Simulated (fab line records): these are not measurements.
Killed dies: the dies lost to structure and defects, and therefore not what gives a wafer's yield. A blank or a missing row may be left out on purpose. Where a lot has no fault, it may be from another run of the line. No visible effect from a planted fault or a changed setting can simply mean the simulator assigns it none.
A struck lot beside a sound one :: flow sky130 :: 14 steps out of a route of 708
Sound: wafers L724.4, L724.5, L724.6. The struck wafers were L715.2, L715.3, L715.5. The cause is given at the end.
Per side, at each step with rows, come the tool, then ch with its chambers, and then its first start. Under that, the readings that differ: sound wafers :: struck wafers :: difference of the means :: sigmas: that difference in standard deviations of wafers without a fault.
alike: readings with means less than 2 such deviations apart, plus words and numbers identical on both sides. not compared: withheld readings, readings lacking a value on some wafer, bounds such as >300 that could conceal the same value, and numbers that have no deviation in the record and whose values overlap.
Wherever a step has rows on one side only, a row that says differs or no value, or a row with sigmas, the two part there. Non-overlapping numbers with no deviation appear without sigmas and do not part them. A reading missing from all wafers of one side parts the sides only when that side holds two or more wafers.

SKY_CONTACT_STRIP_19: strips in O2/N2.
  sound on plasma-asher-03 ch 0,1, day 36 16:04; struck on plasma-asher-03 ch 0, day 34 08:23
  alike: drypump-motor-current-A, oes-product-au, strip-time-to-endpoint-s
  not compared: rf-hours-counter-h
then, 5 steps without rows for these wafers: SKY_CONTACT_STRIP_20 (strips in post etch residue remover, time 1200 s); SKY_CONTACT_CLEAN_21 (cleans in IPA, time 180 s); SKY_CONTACT_CLEAN_22 (cleans in O3/DIW); SKY_CONTACT_SPUTTER_23 (material TiN, target thk 20 nm, time 80 s); SKY_CONTACT_CVD_24 (deposits W, target thk 340 nm, time 102.12 s).
SKY_CONTACT_RS_MEAS_25: the measuring method here is four-point-probe.
  struck on film-metro-03, day 34 09:12; sound on film-metro-02, day 36 16:53
  alike: CONTACT_W_RS
SKY_CONTACT_THK_MEAS_26: measures by xrf.
  struck on film-metro-03, day 34 09:19; sound on film-metro-02, day 36 16:59
  alike: CONTACT_W_THK
then, 1 step without rows for these wafers: SKY_CONTACT_CMP_27 (polishes, stops on SiO2, t overpolish 15 s, target thk 0 nm).
SKY_METAL1_SPUTTER_00: material Ti, target thk 15 nm, time 10 s.
  struck on pvd-sputter-04, day 34 09:40; sound on pvd-sputter-02, day 36 17:43
reading: cathode-dc-power-W (W)
sound: 3001.4 3001.4 3000.3
struck: 2999.8 2999.4 2999.6
difference: -1.4
sigmas: -3
  alike: chamber-pressure-pa, throttle-valve-pct
SKY_METAL1_SPUTTER_01: material TiN, target thk 20 nm, time 16.7 s.
  struck on pvd-sputter-04, day 34 09:41; sound on pvd-sputter-02, day 36 17:44
  alike: cathode-dc-power-W, chamber-pressure-pa, throttle-valve-pct
SKY_METAL1_SPUTTER_02: material AlCu, target thk 250 nm, time 13.3 s.
  struck on pvd-sputter-04, day 34 09:43; sound on pvd-sputter-02, day 36 17:46
  alike: cathode-dc-power-W, chamber-pressure-pa, throttle-valve-pct
SKY_METAL1_SPUTTER_03: material Ti, target thk 5 nm, time 3.3 s.
  struck on pvd-sputter-04, day 34 09:44; sound on pvd-sputter-02, day 36 17:47
  no value came back on the struck wafers for cathode-dc-power-W (W), chamber-pressure-pa (Pa), throttle-valve-pct (%); on the sound wafers cathode-dc-power-W (W) reads 3000.1 2999.8 3000.4
SKY_METAL1_SPUTTER_04: material TiN, target thk 70 nm, time 58.3 s.
  struck on pvd-sputter-04, day 34 09:45; sound on pvd-sputter-02, day 36 17:48
  alike: cathode-dc-power-W, chamber-pressure-pa, throttle-valve-pct

WHERE THEY PART
At SKY_METAL1_SPUTTER_00 first; at SKY_METAL1_SPUTTER_03 last (within this record only). Later steps at which nothing parts them and some readings are alike: SKY_METAL1_SPUTTER_04.

WHY: what had been put in by the simulator
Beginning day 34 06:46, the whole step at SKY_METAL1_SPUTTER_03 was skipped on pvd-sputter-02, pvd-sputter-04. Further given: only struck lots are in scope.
